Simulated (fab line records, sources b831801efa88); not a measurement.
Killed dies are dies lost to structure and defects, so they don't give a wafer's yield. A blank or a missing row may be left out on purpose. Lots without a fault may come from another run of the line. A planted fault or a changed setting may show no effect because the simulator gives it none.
Split-lot experiment | flow gf180mcu | 5 lots, 27 wafers read, on a route of 602 steps

THE SPLIT
At GF_TOP_METAL_SPUTTER_01 (material TiN, target thk 30 nm, time 25 s), the setting time_s was moved away from the recipe's 25 s on 6 of the 27 wafers read, by +30.6% to +55.5%. The other wafers ran this setting at the recipe's value.

The reading is taken at the split's own step.

THE READING
TiN_of_TOP_METAL_SPUTTER_01.thk_nm (the simulator's own value, which no gauge read), in nm, at GF_TOP_METAL_SPUTTER_01 (material TiN, target thk 30 nm, time 25 s). The file gives no usual value for it. The 21 wafers here that ran the recipe average 30.02 nm, standard deviation 0.41 nm.

wafer  | tool, chamber at the split | time_s as run, s | against the recipe | TiN_of_TOP_METAL_SPUTTER_01.thk_nm, nm | against lot-mates on the recipe
L075.1 | pvd_sputter-04, -          | 32.64            | +30.6%             | 38.84                                  | +8.89
L075.2 | pvd_sputter-04, -          | 25               | recipe             | 30.2                                   | -
L075.3 | pvd_sputter-04, -          | 32.64            | +30.6%             | 39.02                                  | +9.07
L075.4 | pvd_sputter-04, -          | 32.64            | +30.6%             | 38.91                                  | +8.96
L075.5 | pvd_sputter-04, -          | 25               | recipe             | 30.05                                  | -
L075.6 | pvd_sputter-04, -          | 25               | recipe             | 29.61                                  | -
L077.1 | pvd_sputter-02, -          | 25               | recipe             | 30.44                                  | -
L077.2 | pvd_sputter-02, -          | 25               | recipe             | 30.03                                  | -
L077.3 | pvd_sputter-02, -          | 25               | recipe             | 29.86                                  | -
L077.4 | pvd_sputter-02, -          | 25               | recipe             | 30.2                                   | -
L077.5 | pvd_sputter-02, -          | 25               | recipe             | 29.99                                  | -
L077.6 | pvd_sputter-02, -          | 25               | recipe             | 29.83                                  | -
L080.1 | pvd_sputter-03, -          | 25               | recipe             | 29.86                                  | -
L080.2 | pvd_sputter-03, -          | 38.87            | +55.5%             | 46.59                                  | +16.67
L080.3 | pvd_sputter-03, -          | 38.87            | +55.5%             | 46.79                                  | +16.87
L080.4 | pvd_sputter-03, -          | 25               | recipe             | 29.89                                  | -
L080.5 | pvd_sputter-03, -          | 25               | recipe             | 30                                     | -
L080.6 | pvd_sputter-03, -          | 38.87            | +55.5%             | 46.72                                  | +16.80
L084.2 | pvd_sputter-03, -          | 25               | recipe             | 29.11                                  | -
L084.5 | pvd_sputter-03, -          | 25               | recipe             | 29.56                                  | -
L084.6 | pvd_sputter-03, -          | 25               | recipe             | 29.15                                  | -
L085.1 | pvd_sputter-03, -          | 25               | recipe             | 30.4                                   | -
L085.2 | pvd_sputter-03, -          | 25               | recipe             | 30.47                                  | -
L085.3 | pvd_sputter-03, -          | 25               | recipe             | 30.44                                  | -
L085.4 | pvd_sputter-03, -          | 25               | recipe             | 30.57                                  | -
L085.5 | pvd_sputter-03, -          | 25               | recipe             | 30.43                                  | -
L085.6 | pvd_sputter-03, -          | 25               | recipe             | 30.41                                  | -

THE FIT
A straight line over all 27 wafers: TiN_of_TOP_METAL_SPUTTER_01.thk_nm changes by +0.299 nm for each +1% of time_s; r = +1.00; the points scatter about the line by 0.38 nm.
The same after taking each lot's own level away (the mean of its wafers on the recipe; 27 wafers): +0.301 nm for each +1%; r = +1.00; scatter 0.18 nm.
On that fit, the largest move of time_s shifts the reading by 17 nm.
The lots' own levels span 29.273 to 30.453 nm, that is 2.9 times the standard deviation above.
So the lot-to-lot level changes the slope little: the two slopes agree.
Check: with one of the wafers moved furthest among these (+55.5%) left out of the fit, the line predicts +16.7 nm for it against its lot-mates. It came out at +16.7 nm against them.

OTHER SPLITS ON THESE WAFERS
These wafers also went through other splits before the reading. Each is held against what the fit with the lots' levels taken away leaves over:
other split on the same wafers | wafers away from the commonest value | r with TiN_of_TOP_METAL_SPUTTER_01.thk_nm (lot level and that fit taken away)
GF_MIM_SPUTTER_02 time_s       | 9                                    | -0.07

THE FILE'S OWN FIT
TiN_of_TOP_METAL_SPUTTER_01.thk_nm changes by +0.3 nm for each +1% of time_s, r = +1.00.
